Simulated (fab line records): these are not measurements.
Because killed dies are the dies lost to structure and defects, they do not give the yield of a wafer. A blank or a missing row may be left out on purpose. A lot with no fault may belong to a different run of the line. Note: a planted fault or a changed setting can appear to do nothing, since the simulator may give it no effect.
fab line records	flow sky130
record: lots: 12	wafers: 36	last-day: 50
route steps=708 shown LDD_HVN@276 RES_XHIGH@339 SD_N@356 PAD_OPEN@708
lots that met no fault: from a run of the same line without faults
start-h: the number of hours between the record's first day and the start of the first shown wafer of the lot	wait-h: how many hours have passed since the lot's step before this one	" the same as in the row above	L1.1+2: a row that stands for several wafers	- no value, or no start given	* or withheld: withheld	< > ~ a bound
route shown NAME@n: a module of which the file shows steps, and the number in the route of the first	usual: average and standard deviation across the fault-free wafers	same: alike in all rows	chamber/n: place in a boat	sites: the reading at each site	_std_site: standard deviation of those values	_edge_site: the outer-site mean with the inner-site mean subtracted	radius-mm: for every site, how far away it sits from the centre of the wafer	mask NAME#n: copy n	behind: the tool/chamber that last shaped the wafer	hold: why the lot went on hold/how many hours it stayed there/how the hold came to an end	device: the transistor (n, p or np) that didn't switch	end of line: the tests these same wafers got at the end of their route	a step with no rows: only its recipe	killed: not the wafer's yield, but the dies lost to structure and defects at the first sort	map: a wafer's dies, x killed, . not, _ none there
set.NAME: the run value of the setting; set.NAME@STEP: its run value at that earlier step	model.NAME: the simulator's own value behind a step, which no gauge read
route steps across a sampled set of lots; one table per step, one row per wafer
services: the hour from which a tool's chamber was out of use, counted from the record's first day as start-h (under 0 if before that day), plus the number of hours and why
== steps ==
step: SKY_LDD_HVN_STRIP_09
recipe: chemistry: O2/N2	power-w: 1400	pressure-mtorr: 1500	platen-temp-c: withheld	o2-flow-sccm: 3000	n2-flow-sccm: 300	overash-fraction: 0.5
usual: drypump-motor-current-A: 5.7/0.31	oes-product-au: 0.408/0.0044	strip-time-to-endpoint-s: 4.135/0.014
lot.wafer	tool	chamber	start-h	wait-h	drypump-motor-current-A	oes-product-au	rf-hours-counter-h	strip-time-to-endpoint-s
L627.1	plasma-asher-02	0	490.16	0.1	5.6	0.412	6	4.152
L627.2	"	1	"	"	5.6	0.410	6	4.163
L627.6	"	0	"	"	5.6	0.410	-	4.146
L629.4	plasma-asher-02	1	507.88	0.1	5.6	0.410	-	4.130
L629.5	"	0	"	"	5.6	0.411	-	4.127
L629.6	"	1	"	"	5.6	0.414	-	4.145
L630.2	plasma-asher-02	1	509.24	0.1	5.6	0.408	8	4.139
L630.5	"	1	"	"	5.6	0.400	-	4.138
L630.6	"	0	"	"	5.6	0.410	-	4.155
L634.1	plasma-asher-01	0	554.59	0.1	5.6	0.416	42	4.132
L634.5	"	0	"	"	5.5	0.403	-	4.136
L634.6	"	1	"	"	6.2	0.410	-	4.132
L633.3	plasma-asher-04	1	555.38	0.1	5.3	0.406	-	4.138
L633.5	"	1	"	"	5.4	0.415	-	4.149
L633.6	"	0	"	"	6.1	0.405	-	4.140
L635.2	plasma-asher-02	1	561.04	0.1	5.6	0.411	13	4.130
L635.3	"	0	"	"	5.6	0.410	-	4.152
L635.4	"	1	"	"	5.6	0.408	-	4.132
L636.2	plasma-asher-01	0	566.54	0.1	5.5	0.410	43	4.118
L636.3	"	1	"	"	6.2	0.406	-	4.138
L636.5	"	0	"	"	5.5	0.412	-	4.106
L638.2	plasma-asher-01	1	570.59	0.1	6.2	0.409	44	4.127
L638.4	"	1	"	"	6.2	0.417	-	4.116
L638.5	"	1	"	"	6.2	0.413	-	4.132
L639.1	plasma-asher-01	0	577.34	0.1	5.5	0.405	44	4.141
L639.4	"	1	"	"	6.2	0.406	-	4.153
L639.6	"	0	"	"	5.5	0.418	-	4.151
L637.2	plasma-asher-01	0	579.06	0.1	5.6	0.409	45	4.134
L637.3	"	1	"	"	6.2	0.412	-	4.151
L637.4	"	0	"	"	5.5	0.409	-	4.146
L646.1	plasma-asher-04	0	630.14	0.1	6.1	0.407	95	4.134
L646.3	"	1	"	"	5.3	0.414	-	4.127
L646.5	"	0	"	"	6.0	0.410	-	4.133
L648.1	plasma-asher-01	1	649.69	0.1	6.2	0.404	51	4.131
L648.2	"	0	"	"	5.5	0.412	51	4.123
L648.4	"	0	"	"	5.6	0.410	-	4.138
step: SKY_RES_XHIGH_IMPLANT_07
recipe: species: BF2	energy-kev: 20	dose-cm2: 3.6e+14	tilt-deg: 0
usual: beam-energy-keV: 19.999/0.0064	dose-ions-cm2: 3.601e+14/4.2e+11	end-station-pressure-torr: 5.27e-06/2.9e-07
lot.wafer	tool	chamber	start-h	wait-h	beam-energy-keV	dose-ions-cm2	end-station-pressure-torr
L627.1	implanter-04	0	640.61	0.1	20.003	3.596e+14	5.49e-06
L627.2	"	0	"	"	20.002	3.598e+14	4.84e-06
L627.6	"	0	"	"	20.003	3.596e+14	5.51e-06
L629.4	implanter-01	0	656.15	0.1	19.998	3.605e+14	5.09e-06
L629.5	"	0	"	"	19.993	3.607e+14	5.63e-06
L629.6	"	0	"	"	20.000	3.606e+14	5.15e-06
L630.2	implanter-02	0	657.13	0.1	20.002	3.598e+14	5.43e-06
L630.5	"	0	"	"	20.007	3.6e+14	5.14e-06
L630.6	"	0	"	"	19.985	3.599e+14	5.43e-06
L634.1	implanter-01	0	698.93	0.1	19.985	3.604e+14	5.19e-06
L634.5	"	0	"	"	19.987	3.605e+14	5.02e-06
L634.6	"	0	"	"	19.988	3.596e+14	5.12e-06
L633.3	implanter-02	0	701.88	0.1	19.990	3.598e+14	5.11e-06
L633.5	"	0	"	"	20.001	3.597e+14	5.27e-06
L633.6	"	0	"	"	20.002	3.6e+14	5.04e-06
L635.2	implanter-01	0	707.60	0.1	19.997	3.608e+14	5.38e-06
L635.3	"	0	"	"	20.004	3.604e+14	5.71e-06
L635.4	"	0	"	"	20.004	3.613e+14	5.2e-06
L636.2	implanter-01	0	716.95	0.1	20.428	3.6e+14	5.71e-06
L636.3	"	0	"	"	20.435	3.603e+14	5.32e-06
L636.5	"	0	"	"	20.451	3.598e+14	5.26e-06
L638.2	implanter-02	0	718.40	0.1	20.003	3.606e+14	4.79e-06
L638.4	"	0	"	"	19.998	3.604e+14	4.47e-06
L638.5	"	0	"	"	19.993	3.604e+14	5.13e-06
L639.1	implanter-01	0	721.98	0.1	20.458	3.592e+14	5.46e-06
L639.4	"	0	"	"	20.450	3.599e+14	5.57e-06
L639.6	"	0	"	"	20.454	3.6e+14	5.35e-06
L637.2	implanter-02	0	722.38	0.1	19.994	3.596e+14	5.16e-06
L637.3	"	0	"	"	20.000	3.595e+14	5.35e-06
L637.4	"	0	"	"	20.003	3.599e+14	4.86e-06
L646.1	implanter-04	0	773.08	0.1	20.006	3.597e+14	5.56e-06
L646.3	"	0	"	"	20.008	3.598e+14	5.86e-06
L646.5	"	0	"	"	20.000	3.605e+14	5.12e-06
L648.1	implanter-04	0	789.57	0.1	19.998	3.601e+14	5.77e-06
L648.2	"	0	"	"	19.996	3.601e+14	5.27e-06
L648.4	"	0	"	"	19.996	3.595e+14	5.83e-06
step: SKY_SD_N_RTA_14
recipe: temp-c: 1075	time-s: 2	idle-temp-c: 650	ramp-up-c-per-s: 150	ramp-down-c-per-s: 90	ambient: N2
usual: anneal-temp-c-max: 1080.7/2.2	lamp-power-pct: 15.74/0.052	ramp-down-c-per-s: 90.000/0.017	wafer_temp_C_max: 1078.3/1.4
lot.wafer	tool	chamber	start-h	wait-h	anneal-temp-c-max	lamp-power-pct	ramp-down-c-per-s	wafer_temp_C_max
L627.1	rtp-anneal-02	0	669.40	0.0	1079.0	15.77	90.018	1076.3
L627.2	"	0	"	"	1079.3	15.70	90.000	1080.2
L627.6	"	0	"	"	1079.7	15.84	90.011	1080.6
L629.4	rtp-anneal-02	0	685.12	0.0	1079.3	15.66	89.988	1077.8
L629.5	"	0	"	"	1078.3	15.78	89.983	1076.9
L629.6	"	0	"	"	1078.0	15.68	89.979	1078.6
L630.2	rtp-anneal-01	0	685.53	0.0	1083.5	15.77	89.990	1077.8
L630.5	"	0	"	"	1081.9	15.74	90.018	1078.3
L630.6	"	0	"	"	1081.3	15.67	89.984	1078.0
L634.1	rtp-anneal-02	0	726.54	0.0	1080.6	15.76	89.970	1081.3
L634.5	"	0	"	"	1079.1	15.76	90.034	1078.1
L634.6	"	0	"	"	1078.2	15.70	89.985	1080.6
L633.3	rtp-anneal-01	0	730.41	0.0	1080.1	15.86	89.981	1080.2
L633.5	"	0	"	"	1081.6	15.70	89.989	1079.1
L633.6	"	0	"	"	1082.6	15.72	89.977	1077.5
L635.2	rtp-anneal-02	0	736.20	0.0	1077.3	15.81	89.997	1075.0
L635.3	"	0	"	"	1078.4	15.69	90.012	1077.3
L635.4	"	0	"	"	1078.7	15.77	89.994	1078.3
L636.2	rtp-anneal-01	0	744.50	0.0	1083.1	15.78	90.014	1077.0
L636.3	"	0	"	"	1082.3	15.72	89.994	1078.3
L636.5	"	0	"	"	1082.7	15.71	89.998	1078.5
L638.2	rtp-anneal-02	0	746.80	0.0	1078.2	15.71	89.987	1078.4
L638.4	"	0	"	"	1079.3	15.76	90.015	1078.5
L638.5	"	0	"	"	1078.4	15.76	89.986	1079.4
L639.1	rtp-anneal-01	0	750.57	0.0	1084.7	15.70	89.996	1076.9
L639.4	"	0	"	"	1083.2	15.79	90.023	1080.2
L639.6	"	0	"	"	1081.4	15.75	90.008	1078.1
L637.2	rtp-anneal-02	0	750.89	0.0	1079.3	15.81	90.003	1077.0
L637.3	"	0	"	"	1078.6	15.83	90.012	1080.9
L637.4	"	0	"	"	1078.9	15.63	90.017	1079.1
L646.1	rtp-anneal-02	0	800.63	0.0	1078.3	15.78	90.005	1079.4
L646.3	"	0	"	"	1078.4	15.72	89.999	1078.2
L646.5	"	0	"	"	1078.2	15.74	89.976	1079.2
L648.1	rtp-anneal-01	0	816.44	0.0	1082.5	15.71	90.006	1078.2
L648.2	"	0	"	"	1083.9	15.76	90.006	1078.6
L648.4	"	0	"	"	1083.4	15.77	89.996	1076.8
step: SKY_SD_N_RS_MEAS_16
recipe: thk-meas-gauge: four-point-probe
usual: SD_N_RS: 68.61/0.1
lot.wafer	tool	chamber	start-h	wait-h	SD_N_RS[ohm/sq]
L627.1	film-metro-03	-	669.57	0.1	68.53
L627.2	"	-	"	"	68.61
L627.6	"	-	"	"	68.58
L629.4	film-metro-04	-	685.32	0.1	68.71
L629.5	"	-	"	"	68.45
L629.6	"	-	"	"	68.65
L630.2	film-metro-03	-	685.72	0.1	68.72
L630.5	"	-	"	"	68.63
L630.6	"	-	"	"	68.47
L634.1	film-metro-04	-	726.72	0.1	68.43
L634.5	"	-	"	"	68.46
L634.6	"	-	"	"	68.56
L633.3	film-metro-03	-	730.60	0.1	68.56
L633.5	"	-	"	"	68.74
L633.6	"	-	"	"	68.62
L635.2	film-metro-04	-	736.39	0.1	68.46
L635.3	"	-	"	"	68.50
L635.4	"	-	"	"	68.70
L636.2	film-metro-03	-	744.69	0.1	68.50
L636.3	"	-	"	"	68.59
L636.5	"	-	"	"	68.72
L638.2	film-metro-03	-	746.99	0.1	68.57
L638.4	"	-	"	"	68.58
L638.5	"	-	"	"	68.52
L639.1	film-metro-01	-	750.75	0.1	68.51
L639.4	"	-	"	"	68.61
L639.6	"	-	"	"	68.46
L637.2	film-metro-03	-	751.07	0.1	68.81
L637.3	"	-	"	"	68.67
L637.4	"	-	"	"	68.55
L646.1	film-metro-03	-	800.81	0.1	68.57
L646.3	"	-	"	"	68.58
L646.5	"	-	"	"	68.76
L648.1	film-metro-03	-	816.61	0.1	68.74
L648.2	"	-	"	"	68.62
L648.4	"	-	"	"	68.54
step: SKY_PAD_OPEN_PROBE_99
usual: killed_at_M0_to_M3: 44/6.8	killed_at_M4_up: 3.1/1.8	killed-at-contacts: 25/5.2	killed-at-front-end: 15/4.1	killed-at-other: 0.3/0.62	killed-dies: 88/9.4	killed-open: 48/7.1	killed-short: 40/6.1
same: gross-dies: 492	killed-at-back-side: 0
lot.wafer	tool	chamber	start-h	wait-h	killed_at_M0_to_M3	killed_at_M4_up	killed-at-contacts	killed-at-front-end	killed-at-other	killed-dies	killed-open	killed-short
L629.4	prober-01	-	1104.83	0.2	48	4	23	9	0	84	47	37
L629.5	prober-01	-	1104.88	0.2	28	2	22	17	0	69	41	28
L629.6	prober-01	-	1104.93	0.2	39	5	25	14	0	83	43	40
L635.2	prober-01	-	1141.16	0.1	45	1	20	14	1	81	46	35
L635.3	prober-01	-	1141.21	0.2	55	3	27	14	0	99	49	50
L635.4	prober-01	-	1141.26	0.2	52	0	20	16	0	88	43	45
L636.2	prober-02	-	1146.65	0.1	42	1	22	17	0	82	51	31
L636.3	prober-02	-	1146.70	0.2	36	2	20	10	0	68	39	29
L636.5	prober-02	-	1146.80	0.2	45	2	20	12	0	79	37	42
L639.1	prober-02	-	1152.55	0.1	48	2	26	14	0	90	54	36
L639.4	prober-02	-	1152.70	0.2	52	3	29	12	0	96	49	47
L639.6	prober-02	-	1152.80	0.2	35	2	23	10	0	70	42	27
L637.2	prober-01	-	1153.18	0.1	42	6	20	16	0	84	41	43
L637.3	prober-01	-	1153.23	0.2	42	2	32	19	0	95	50	43
L637.4	prober-01	-	1153.28	0.2	43	4	22	13	0	82	45	37
killed by level:class
L629.4 VIA1:geometric-particle:open=13 CONTACT:geometric-particle:open=10 VIA1:geometric-particle:short=8 VIA2:geometric-particle:open=8 POLY_GATE:geometric-particle:open=5 METAL1:geometric-particle:short=5 LOCAL_INTERCONNECT:geometric-particle:short=4 CONTACT:geometric-particle:short=4
L629.5 CONTACT:geometric-particle:open=9 VIA1:geometric-particle:open=8 FIELD_ISO:geometric-particle:open=7 LI_CONTACT:geometric-particle:open=5 FIELD_ISO:geometric-particle:short=4 LOCAL_INTERCONNECT:geometric-particle:short=4 METAL2:geometric-particle:short=4 VIA3:geometric-particle:open=4
L629.6 VIA1:geometric-particle:open=9 METAL1:geometric-particle:short=8 LI_CONTACT:geometric-particle:open=7 CONTACT:geometric-particle:open=7 VIA2:geometric-particle:open=5 FIELD_ISO:geometric-particle:short=4 POLY_GATE:geometric-particle:open=4 LOCAL_INTERCONNECT:geometric-particle:short=4
L635.2 CONTACT:geometric-particle:open=11 VIA3:geometric-particle:open=9 VIA1:geometric-particle:open=7 METAL1:geometric-particle:short=6 VIA1:geometric-particle:short=6 FIELD_ISO:geometric-particle:open=5 VIA2:geometric-particle:open=5 FIELD_ISO:geometric-particle:short=4
L635.3 VIA1:geometric-particle:open=15 METAL2:geometric-particle:short=9 CONTACT:geometric-particle:short=8 METAL1:geometric-particle:short=8 LI_CONTACT:geometric-particle:open=6 CONTACT:geometric-particle:open=6 VIA1:geometric-particle:short=6 VIA2:geometric-particle:open=5
L635.4 VIA2:geometric-particle:open=10 METAL1:geometric-particle:short=10 VIA1:geometric-particle:open=10 VIA1:geometric-particle:short=7 FIELD_ISO:geometric-particle:open=6 CONTACT:geometric-particle:open=6 METAL2:geometric-particle:short=5 POLY_GATE:geometric-particle:short=4
L636.2 VIA1:geometric-particle:open=13 CONTACT:geometric-particle:open=8 FIELD_ISO:geometric-particle:short=6 LI_CONTACT:geometric-particle:open=6 METAL1:geometric-particle:short=6 VIA2:geometric-particle:open=6 VIA3:geometric-particle:open=6 FIELD_ISO:geometric-particle:open=5
L636.3 VIA1:geometric-particle:open=11 CONTACT:geometric-particle:open=6 VIA3:geometric-particle:open=6 LOCAL_INTERCONNECT:geometric-particle:short=5 VIA2:geometric-particle:open=5 VIA3:geometric-particle:short=4 LI_CONTACT:geometric-particle:open=3 CONTACT:geometric-particle:short=3
L636.5 VIA1:geometric-particle:open=9 METAL1:geometric-particle:short=7 VIA1:geometric-particle:short=6 CONTACT:geometric-particle:open=6 CONTACT:geometric-particle:short=6 VIA3:geometric-particle:open=6 METAL2:geometric-particle:short=4 VIA2:geometric-particle:open=4
L639.1 VIA1:geometric-particle:open=15 CONTACT:geometric-particle:open=10 LI_CONTACT:geometric-particle:open=8 METAL1:geometric-particle:short=7 VIA3:geometric-particle:open=7 CONTACT:geometric-particle:short=5 FIELD_ISO:geometric-particle:short=4 METAL2:geometric-particle:short=4
L639.4 CONTACT:geometric-particle:short=11 CONTACT:geometric-particle:open=10 VIA1:geometric-particle:open=10 VIA2:geometric-particle:open=10 METAL2:geometric-particle:short=6 FIELD_ISO:geometric-particle:short=5 LI_CONTACT:geometric-particle:open=5 VIA2:geometric-particle:short=5
L639.6 VIA1:geometric-particle:open=10 FIELD_ISO:geometric-particle:open=7 VIA2:geometric-particle:open=6 LI_CONTACT:geometric-particle:open=5 CONTACT:geometric-particle:open=5 LOCAL_INTERCONNECT:geometric-particle:short=4 CONTACT:geometric-particle:short=4 VIA3:geometric-particle:short=4
L637.2 VIA1:geometric-particle:open=11 METAL1:geometric-particle:short=8 FIELD_ISO:geometric-particle:open=7 CONTACT:geometric-particle:open=6 METAL4:geometric-particle:short=5 VIA2:geometric-particle:open=5 FIELD_ISO:geometric-particle:short=4 LI_CONTACT:geometric-particle:short=4
L637.3 VIA1:geometric-particle:open=15 LI_CONTACT:geometric-particle:open=10 CONTACT:geometric-particle:open=8 VIA1:geometric-particle:short=7 POLY_GATE:geometric-particle:short=6 LOCAL_INTERCONNECT:geometric-particle:short=6 CONTACT:geometric-particle:short=5 FIELD_ISO:geometric-particle:open=4
L637.4 CONTACT:geometric-particle:open=12 VIA1:geometric-particle:open=12 VIA2:geometric-particle:open=8 FIELD_ISO:geometric-particle:short=4 VIA2:geometric-particle:short=4 LOCAL_INTERCONNECT:geometric-particle:short=4 METAL1:geometric-particle:short=4 VIA1:geometric-particle:short=4
== services ==
tool	chamber	start-h	hours	kind
implanter-02	-	479.38	2.4	repair
rtp-anneal-01	-	530.51	3.3	pm
implanter-02	-	565.87	3.2	repair
implanter-01	-	612.51	5.4	repair
implanter-02	-	642.12	2.2	repair
implanter-04	-	656.50	3.4	repair
implanter-04	-	704.61	0.6	repair
implanter-04	-	715.28	6.3	pm
plasma-asher-02	-	722.65	2.8	pm
implanter-02	-	726.52	3.0	repair
plasma-asher-04	-	733.75	9.0	pm
plasma-asher-04	0	733.75	9.0	vent-cycle
plasma-asher-04	1	733.75	9.0	vent-cycle
implanter-01	-	734.09	4.2	pm
plasma-asher-04	0	742.75	-	clean
plasma-asher-04	1	742.75	-	clean
implanter-04	-	747.16	6.2	repair
plasma-asher-01	-	752.02	2.7	repair
implanter-02	-	770.48	9.4	repair
implanter-02	-	778.72	1.6	repair
implanter-02	-	780.34	4.2	pm
== key ==
first-sign: step: SKY_RES_XHIGH_IMPLANT_07	reading: beam-energy-keV	direction: up	sigmas: 70	usual: *	struck: *
effect none on later readings
met-at SKY_RES_XHIGH_IMPLANT_07
struck-lots L636,L639
tester-left-out L636,L639
not-acting-at SKY_LDD_HVN_STRIP_09,SKY_SD_N_RTA_14,SKY_SD_N_RS_MEAS_16
onset-between 707.60 716.95
fault: kind: process-parameter-drift	tool: implanter-01	chamber: -	onset-h: 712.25	steps: SKY_RES_XHIGH_IMPLANT_07	channel: energy-kev	offset: *	shape: step	end-h: 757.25	acts-in: *	stated: *
tester-left-out: of these lots the tester's yield and bins aren't shown, on N5 and GAA mostly nor the transistor test; their killed dies are dies lost to structure and defects alone, not to doping, threshold or leakage, so they don't give the yield
